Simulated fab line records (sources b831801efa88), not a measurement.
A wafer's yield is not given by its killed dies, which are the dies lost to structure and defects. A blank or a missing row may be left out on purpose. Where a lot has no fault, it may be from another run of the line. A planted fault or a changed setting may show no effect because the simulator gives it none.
2 desks looking at one fault || flow gf180mcu || each desk has only its own numbers; what lay behind them comes last

== AT THE TOOL OWNER'S DESK: litho_track-02 ==
Per lot that ran on this tool, the mean of the sampled wafers carrying a number, from the tool's own readings at GF_STI_DEHYDRATE_05 (time 60 s). Any lot whose mean is over 4 standard deviations away from the usual mean is out of limits and marked OUT; that distance is given in the brackets.
Columns: A = run_length_s at GF_STI_DEHYDRATE_05, usual 89.23 s
{"lot": "L483", "first seen here": "day 2 10:08", "A": 89.42}
{"lot": "L488", "first seen here": "day 3 11:43", "A": 89.35}
{"lot": "L496", "first seen here": "day 5 04:13", "A": 89.29}
{"lot": "L500", "first seen here": "day 6 00:32", "A": "91.74 (+9.7) OUT"}
{"lot": "L503", "first seen here": "day 6 15:49", "A": "91.59 (+9.1) OUT"}
This desk's finding: out of limits on L500, L503; first on L500, day 6 00:32 (run_length_s at GF_STI_DEHYDRATE_05). L483, L488, L496 stayed within limits.

== AT THE METROLOGY DESK ==
Lot by lot, what the gauges showed, no matter which tool ran the lot: averages of those sampled wafers that carry a number. Any lot whose mean is over 4 standard deviations away from the usual mean is out of limits and marked OUT; that distance is given in the brackets.
Columns: A = NWELL_TW at GF_NWELL_TW_MEAS_11, usual 1556
{"lot": "L480", "first seen here": "day 3 07:48", "A": 1531}
{"lot": "L483", "first seen here": "day 4 00:11", "A": 1566}
{"lot": "L484", "first seen here": "day 4 06:36", "A": 1563}
{"lot": "L485", "first seen here": "day 4 10:56", "A": 1566}
{"lot": "L486", "first seen here": "day 4 15:35", "A": 1569}
{"lot": "L487", "first seen here": "day 4 21:43", "A": 1572}
{"lot": "L488", "first seen here": "day 5 05:49", "A": 1541}
{"lot": "L490", "first seen here": "day 5 13:34", "A": 1541}
{"lot": "L491", "first seen here": "day 5 20:30", "A": 1534}
{"lot": "L496", "first seen here": "day 6 22:29", "A": 1565}
{"lot": "L499", "first seen here": "day 7 16:38", "A": 1565}
{"lot": "L500", "first seen here": "day 7 20:15", "A": 1542}
{"lot": "L501", "first seen here": "day 8 02:34", "A": 1533}
{"lot": "L503", "first seen here": "day 8 13:23", "A": 1566}
Result from this desk: across the 14 lots, nothing is out of limits.

== TAKEN TOGETHER ==
The tool owner's desk could have raised an alarm at day 6 00:32, on L500, L503.
From the metrology desk's view, nothing was out of limits.
The metrology desk has L500, L503 on record, within its limits.
The lots listed all ran GF_STI_DEHYDRATE_05 on litho_track-02.

== WHAT WAS PUT IN BY THE SIMULATOR ==
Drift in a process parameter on litho_track-02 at GF_STI_DEHYDRATE_05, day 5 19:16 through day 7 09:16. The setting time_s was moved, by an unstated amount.
Lots struck among those shown: L500, L503.
How many hours passed from the start of the fault until each desk's first out-of-limits reading: the tool owner's desk, 5.
